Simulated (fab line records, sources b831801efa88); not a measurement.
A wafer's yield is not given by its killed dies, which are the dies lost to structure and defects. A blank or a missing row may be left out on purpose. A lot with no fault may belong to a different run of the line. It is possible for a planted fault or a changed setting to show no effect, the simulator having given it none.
8D (eight disciplines) problem report, filled in by code -- flow gf180mcu -- the parts of the form that need people (team, actions taken, sign-off) are left out

## 1. PROBLEM STATEMENT
Wafers with no fault read 0.579 a.u. with a standard deviation of 0.0053, whereas oes product au at GF_CONTACT_STRIP_18 reads a mean of 0.603 a.u. on 1 wafer of 1 lot. Relative to the usual mean, that is a shift of +4.5 standard deviations.
The step: strips in O2/N2.
First seen on wafer L554.1, day 21 20:37, on plasma asher-02. Wafers with a number at this step in the record: 15, from 5 lots. The rule behind "out" and "out of limits": a value lying over 4 standard deviations away from the usual mean. All remaining wafers that have a number are taken as sound.

## 2. WHAT IT IS, WHAT IT ISN'T
question,is,is not
which readings at this step,oes product au,"drypump motor current A, heater power w, platen temp c"
which lots,L554,"L539, L542, L557, L559"
which wafers of those lots,L554.1,"L554.2, L554.3"
read on which tools,plasma asher-02,"plasma asher-01, plasma asher-03"
when,from day 21 20:37,"up to then (8 sound wafers); but 6 sound wafers of L557, L559 came after"

## 3. THE SUSPECTS, EACH WITH WHAT RULES IT OUT
Counting: any tool at a process step up to the reading remains a suspect provided it ran every lot that is out. Sound lots after the first of them don't rule it out here, since some wafers of a struck lot are sound.
- rie diel-03 at GF_CONTACT_ETCH_16 (etches BARC in N2/H2): kept. L554, the lot that is out, went through it at day 21 20:27; up to then, the latest sound lot through it was L539 at day 16 09:59.
- rie diel-03 at GF_CONTACT_ETCH_17 (etches SiO2 in C4F8/O2/Ar, stops on CoSi2, target depth 860 nm): kept. L554, the lot that is out, went through it at day 21 20:00; up to then, the latest sound lot through it was L539 at day 16 10:00.
- plasma asher-02 at GF_CONTACT_STRIP_18 (strips in O2/N2): kept. It ran the lot that is out, L554 (day 21 20:37). On those wafers its own readings are out: oes product au.
- Within rie diel-03 at GF_CONTACT_ETCH_16: the wafers that are out ran in chamber 0; their sound lot-mates ran in chambers 1, 2.
- Within rie diel-03 at GF_CONTACT_ETCH_17: the wafers that are out ran in chamber 0; their sound lot-mates ran in chambers 1, 2.
- At GF_CONTACT_STRIP_18 on plasma asher-02, chamber 0 took the sound wafers of the same lots and chamber 1 took the wafers that are out.
Left after counting: rie diel-03 at GF_CONTACT_ETCH_16, rie diel-03 at GF_CONTACT_ETCH_17, plasma asher-02 at GF_CONTACT_STRIP_18.

## 4. THE CAUSE (what the simulator had put in)
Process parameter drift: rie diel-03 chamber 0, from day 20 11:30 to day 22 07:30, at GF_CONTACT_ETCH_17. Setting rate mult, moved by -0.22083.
3 suspects survive the count, and this tool is in that group.

## 5. THE EFFECT CHAIN, in route order
Each row: a reading whose mean over the struck wafers that have a number lies more than 3 standard deviations from the usual. Only readings whose record carries a usual standard deviation are examined. hours: median over the lots of the time between each lot's start at the first step of this table that gives one and its start at this step. sigmas: the change, counted in usual standard deviations.
hours,step,reading,usual,on struck wafers,change,sigmas
0,GF_CONTACT_STRIP_18,oes product au,0.579 a.u.,0.603,+0.024,+4.5
Its process steps:
- GF_CONTACT_STRIP_18: strips in O2/N2.

## 6. HOW IT WOULD HAVE BEEN CAUGHT EARLIER
In this record no reading fell out of limits until day 21 20:37, 33 hours after the fault had begun at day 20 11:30.
An alarm limit of 4 standard deviations would not have fired on the tool readings at GF_CONTACT_ETCH_17 for which the record gives a usual standard deviation, since none of them was out on any struck wafer.
Lots out: 1; all had begun GF_CONTACT_ETCH_17 on rie diel-03 by day 21 20:37. A hold on the tool at that time would have spared none of them.
